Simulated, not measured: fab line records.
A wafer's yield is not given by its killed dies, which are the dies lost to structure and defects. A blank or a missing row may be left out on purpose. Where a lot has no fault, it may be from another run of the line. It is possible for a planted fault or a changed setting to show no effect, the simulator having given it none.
Chamber matching | flow gf180mcu | 3 sister chambers for GF_V2_CVD_02 on pecvd-02
The step deposits SiO2 from TEOS, target thk 850 nm, time 94.851 s. 3 wafers are shown with their chamber, then 12 later ones without.

## WAFERS WITH THEIR CHAMBER
wafer  | chamber | heater power w (W)
L085.4 | 1       | 687
L085.5 | 0       | 639
L085.6 | 2       | 601

## WAFERS WITHOUT THEIR CHAMBER
wafer  | heater power w (W)
L088.2 | 543
L088.3 | 637
L088.4 | 715
L090.1 | 565
L090.2 | 619
L090.3 | 594
L092.1 | 619
L092.5 | 685
L092.6 | 469
L096.2 | 695
L096.4 | 583
L096.5 | 732

## EACH ONE'S CHAMBER
wafer  | from the rows above          | in truth
L088.2 | can't be placed: 2 or 0 or 1 | 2
L088.3 | can't be placed: 0 or 2 or 1 | 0
L088.4 | can't be placed: 1 or 0 or 2 | 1
L090.1 | can't be placed: 2 or 0 or 1 | 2
L090.2 | can't be placed: 2 or 0 or 1 | 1
L090.3 | can't be placed: 2 or 0 or 1 | 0
L092.1 | can't be placed: 2 or 0 or 1 | 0
L092.5 | can't be placed: 1 or 0 or 2 | 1
L092.6 | can't be placed: 2 or 0 or 1 | 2
L096.2 | can't be placed: 1 or 0 or 2 | 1
L096.4 | can't be placed: 2 or 0 or 1 | 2
L096.5 | can't be placed: 1 or 0 or 2 | 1
Correctly placed: 0 of 12. Not placeable from these rows: 12 (in 12, the candidates include the true chamber). Wrongly placed: 0.
How it was worked out, from the rows above alone: a wafer's distance from a chamber is the root of the sum, over the readings, of the square of ((its reading less the chamber's mean) divided by the reading's scatter). If the next closest chamber is less than 2 further off than the closest, the wafer can't be placed; otherwise it belongs to the closest. For every chamber, the mean is computed from those of its wafers that are shown. The scatter: with one shown wafer a chamber, the root of the mean of the squares of how far each hidden wafer lies from its nearest shown one.
